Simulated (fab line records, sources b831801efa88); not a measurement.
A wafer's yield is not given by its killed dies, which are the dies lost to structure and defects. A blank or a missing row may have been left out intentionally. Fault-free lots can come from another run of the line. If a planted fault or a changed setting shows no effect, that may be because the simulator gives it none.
fab line records | flow sky130 | part 2 of 2: steps 30 to 38 of 38
record: lots: 5 wafers: 15 lastDay: 50
route steps=708 shown METAL2@486 VIA2@507
lots untouched by any fault: they come from a run of this same line in which no faults occurred
startH: start of the lot's first displayed wafer, in hours after the record's first day | waitH: hours from the lot's prior step to this one | " repeats the value in the row above | L1.1+2: a single row standing in for several wafers | - no value, or no start was given | * or withheld: withheld | < > ~ a bound
route shown NAME@n: a module of which the file shows steps, and the number in the route of the first | usual: mean/standard deviation of fault-free wafers | same: alike in all rows | chamber/n: place in a boat | sites: readings site by site | _std_site: standard deviation of those values | _edge_site: mean of outer sites minus mean of inner sites | radiusMm: for every site, how far away it sits from the centre of the wafer | mask NAME#n: copy n | behind: the last tool/chamber to shape the wafer | hold: cause of the lot's hold/its duration in hours/its outcome | device: the n, p or np transistor that did not switch | end of line: at the end of the route, the tests of the same wafers | step lacking rows: just its recipe | killed: dies lost to structure and defects at the first sort, not the wafer's yield | map: the dies of a wafer, with x for killed, . for not killed, _ for no die there
set.NAME: the setting the step ran with; set.NAME@STEP: the setting that earlier step ran with | model.NAME: the simulator's own value behind a step, which no gauge read
lots at selected steps of the route; one table per step, one row per wafer
services: from which hour (startH, from the record's first day; less than 0 if before it) a tool's chamber was out of use, for how many hours, and why
== steps ==
step: SKY_VIA2_SOFTBAKE_08
recipe: tempC: 100 timeS: 90 resist: KrF-thick
columns lot.wafer tool chamber startH waitH
L078.2+3+4 lithoTrack-01 0 - -
L082.3+4+6 lithoTrack-03 0 - -
L088.2+5+6 lithoTrack-02 0 - -
L091.1+3+5 lithoTrack-01 0 - -
L096.2+4+6 lithoTrack-02 0 - -
step: SKY_VIA2_EXPOSE_09
recipe: maskId: VIM2 na: 0.8 sourceShape: annular sigmaInner: 0.55 sigmaOuter: 0.85 targetCdNm: 200 doseMj: 38
usual: exposureDoseMJCm2: 37.94/0.043 reticleTempC: 23.01/0.1
columns lot.wafer tool chamber startH waitH mask exposureDoseMJCm2 reticleTempC
L078.2 krfScanner-02 0 - - VIM2#0 37.86 23.02
L078.3 " 0 " " VIM2#0 37.94 23.02
L078.4 " 0 " " VIM2#0 37.91 23.01
L082.3 krfScanner-01 0 - - VIM2#0 37.97 23.08
L082.4 " 0 " " VIM2#0 38.02 22.92
L082.6 " 0 " " VIM2#0 37.92 23.15
L088.2 krfScanner-02 0 - - VIM2#0 37.92 23.09
L088.5 " 0 " " VIM2#0 37.89 23.15
L088.6 " 0 " " VIM2#0 37.94 23.18
L091.1 krfScanner-02 0 - - VIM2#0 37.92 23.12
L091.3 " 0 " " VIM2#0 37.88 23.01
L091.5 " 0 " " VIM2#0 37.85 22.98
L096.2 krfScanner-01 0 - - VIM2#0 37.98 23.10
L096.4 " 0 " " VIM2#0 37.96 23.02
L096.6 " 0 " " VIM2#0 37.99 23.00
step: SKY_VIA2_PEB_10
recipe: pebTempC: withheld pebTimeS: withheld resist: KrF-thick
columns lot.wafer tool chamber startH waitH
L078.2+3+4 lithoTrack-01 0 - -
L082.3+4+6 lithoTrack-03 0 - -
L088.2+5+6 lithoTrack-02 0 - -
L091.1+3+5 lithoTrack-02 0 - -
L096.2+4+6 lithoTrack-03 0 - -
step: SKY_VIA2_DEVELOP_11
recipe: developTimeS: 60 resist: KrF-thick devTempC: 21
usual: developerTempC: 21.03/0.098
columns lot.wafer tool chamber startH waitH developerTempC
L078.2 lithoTrack-01 0 - - 20.99
L078.3 " 0 " " 21.01
L078.4 " 0 " " 21.08
L082.3 lithoTrack-03 0 - - 20.82
L082.4 " 0 " " 20.98
L082.6 " 0 " " 21.02
L088.2 lithoTrack-02 0 - - 21.05
L088.5 " 0 " " 21.05
L088.6 " 0 " " 21.02
L091.1 lithoTrack-02 0 - - 21.12
L091.3 " 0 " " 21.04
L091.5 " 0 " " 21.07
L096.2 lithoTrack-03 0 - - 20.99
L096.4 " 0 " " 21.09
L096.6 " 0 " " 21.01
step: SKY_VIA2_CD_MEAS_12
recipe: targetCdNm: 200
usual: cdNm: 199.9/1.5
columns lot.wafer tool chamber startH waitH cdNm
L078.2 cdSem-02 - 883.37 - 197.7
L078.3 " - " " 199.6
L078.4 " - " " 198.3
L082.3 cdSem-01 - 912.10 - 200.9
L082.4 " - " " 200.6
L082.6 " - " " 199.2
L088.2 cdSem-02 - 954.23 - 202.0
L088.5 " - " " 201.6
L088.6 " - " " 202.3
L091.1 cdSem-02 - 971.46 - 200.5
L091.3 " - " " 200.0
L091.5 " - " " 200.8
L096.2 cdSem-01 - 1007.03 - 201.3
L096.4 " - " " 200.8
L096.6 " - " " 202.0
step: SKY_VIA2_OVL_MEAS_13
usual: VIA2_OVL: -1/5.2
columns lot.wafer tool chamber startH waitH VIA2_OVL[nm]
L078.2 overlay-01 - 883.48 0.1 -2
L078.3 " - " " -2
L078.4 " - " " -1
L082.3 overlay-02 - 912.19 0.1 2
L082.4 " - " " -7
L082.6 " - " " 3
L088.2 overlay-01 - 954.33 0.1 1
L088.5 " - " " -8
L088.6 " - " " -2
L091.1 overlay-02 - 971.58 0.1 -1
L091.3 " - " " -5
L091.5 " - " " -2
L096.2 overlay-01 - 1007.14 0.1 -2
L096.4 " - " " -7
L096.6 " - " " -10
step: SKY_VIA2_ETCH_14
recipe: chemistry: N2/H2 target: BARC ionEnergyEv: 200 sourceW: 500 biasW: 100 pressureMtorr: 30 n2FlowSccm: 100 h2FlowSccm: 200 stopOn: SiO2 timeS: 45.9 targetDepthA: 600
usual: drypumpMotorCurrentA: 5.55/0.26 oesProductAu: 0.855/0.0046 throttleValvePct: 13.226/0.0091
columns lot.wafer tool chamber startH waitH drypumpMotorCurrentA oesProductAu rfHoursCounterH throttleValvePct
L078.2 rieDiel-04 0 883.51 0.0 5.31 0.858 19 13.226
L078.3 " 3 " " 5.42 0.856 15 13.232
L078.4 " 2 " " 5.77 0.850 9 13.220
L082.3 rieDiel-01 3 912.22 0.0 5.39 0.853 6 13.241
L082.4 " 0 " " 5.83 0.860 22 13.228
L082.6 " 3 " " 5.41 0.858 - 13.219
L088.2 rieDiel-04 0 954.36 0.0 5.33 0.852 22 13.228
L088.5 " 0 " " 5.33 0.855 - 13.211
L088.6 " 1 " " 5.20 0.851 - 13.219
L091.1 rieDiel-04 0 971.61 0.0 5.32 0.866 23 13.228
L091.3 " 3 " " 5.41 0.856 18 13.232
L091.5 " 3 " " 5.40 0.854 - 13.238
L096.2 rieDiel-04 3 1007.17 0.0 5.44 0.847 19 13.228
L096.4 " 0 " " 5.31 0.856 24 13.231
L096.6 " 2 " " 5.73 0.851 - 13.230
step: SKY_VIA2_ETCH_15
recipe: target: SiO2 chemistry: C4F8/O2/Ar targetDepthNm: 546 stopOn: TiN maskMaterial: KrF-thick sourceW: 1500 biasW: 1200 pressureMtorr: 40 c4f8FlowSccm: withheld O2_flow_sccm: 6 Ar_flow_sccm: 300 timeS: 84
usual: oesProductAu: 0.941/0.0046
columns lot.wafer tool chamber startH waitH oesProductAu rfHoursCounterH
L078.2 rieDiel-04 0 883.55 0.0 0.940 19
L078.3 " 3 " " 0.934 15
L078.4 " 2 " " 0.940 9
L082.3 rieDiel-01 3 912.26 0.0 0.947 6
L082.4 " 0 " " 0.937 22
L082.6 " 3 " " 0.944 -
L088.2 rieDiel-04 0 954.41 0.0 0.945 22
L088.5 " 0 " " 0.951 -
L088.6 " 1 " " 0.944 -
L091.1 rieDiel-04 0 971.66 0.0 0.957 23
L091.3 " 3 " " 0.933 18
L091.5 " 3 " " 0.936 -
L096.2 rieDiel-04 3 1007.21 0.0 0.943 19
L096.4 " 0 " " 0.938 24
L096.6 " 2 " " 0.945 -
step: SKY_VIA2_STRIP_16
recipe: chemistry: O2/N2 powerW: 1400 pressureMtorr: 1500 platenTempC: withheld o2FlowSccm: 3000 n2FlowSccm: 300 overashFraction: 0.5
usual: drypumpMotorCurrentA: 5.9/0.38 oesProductAu: 0.399/0.0047 stripTimeToEndpointS: 4.06/0.031
columns lot.wafer tool chamber startH waitH drypumpMotorCurrentA oesProductAu rfHoursCounterH stripTimeToEndpointS
L078.2 plasmaAsher-02 0 883.61 0.0 5.7 0.396 47 4.10
L078.3 " 1 " " 6.1 0.394 - 4.03
L078.4 " 0 " " 5.7 0.392 - 4.09
L082.3 plasmaAsher-02 1 912.36 0.1 6.1 0.398 - 4.06
L082.4 " 0 " " 5.7 0.388 - 4.01
L082.6 " 0 " " 5.7 0.399 - 4.08
L088.2 plasmaAsher-02 0 954.47 0.0 5.7 0.401 56 4.10
L088.5 " 1 " " 6.1 0.401 - 4.07
L088.6 " 0 " " 5.7 0.396 - 4.04
L091.1 plasmaAsher-03 1 971.72 0.0 6.5 0.400 114 4.09
L091.3 " 0 " " 6.3 0.396 - 4.01
L091.5 " 1 " " 6.5 0.395 - 4.02
L096.2 plasmaAsher-02 1 1007.27 0.0 6.1 0.390 62 4.02
L096.4 " 0 " " 5.7 0.403 - 4.09
L096.6 " 0 " " 5.7 0.399 - 4.09
== services ==
columns tool chamber startH hours kind
krfScanner-01 - 806.91 0.3 repair
krfScanner-01 - 807.24 1.3 pm
krfScanner-01 - 818.70 3.1 repair
krfScanner-01 - 836.32 1.0 pm
krfScanner-02 - 843.87 15.7 repair
krfScanner-02 - 859.60 3.6 pm
krfScanner-02 - 863.15 1.0 pm
krfScanner-02 - 864.15 1.3 pm
krfScanner-02 - 865.45 0.8 pm
krfScanner-02 - 884.87 0.3 repair
pvdSputter-01 - 890.16 9.0 repair
rieMetal-04 1 896.84 24.1 repair
krfScanner-01 - 903.67 0.2 repair
rieDiel-04 - 928.19 14.6 pm
rieMetal-04 - 937.36 1.5 repair
krfScanner-01 - 940.61 4.0 pm
krfScanner-02 - 946.17 0.8 pm
rieMetal-04 1 949.25 5.2 repair
krfScanner-01 - 953.97 0.8 pm
rieMetal-03 1 956.61 16.4 repair
krfScanner-01 - 959.22 2.7 repair
rieDiel-04 2 964.68 4.3 repair
rieMetal-04 - 966.36 0.9 repair
krfScanner-01 - 983.14 1.3 pm
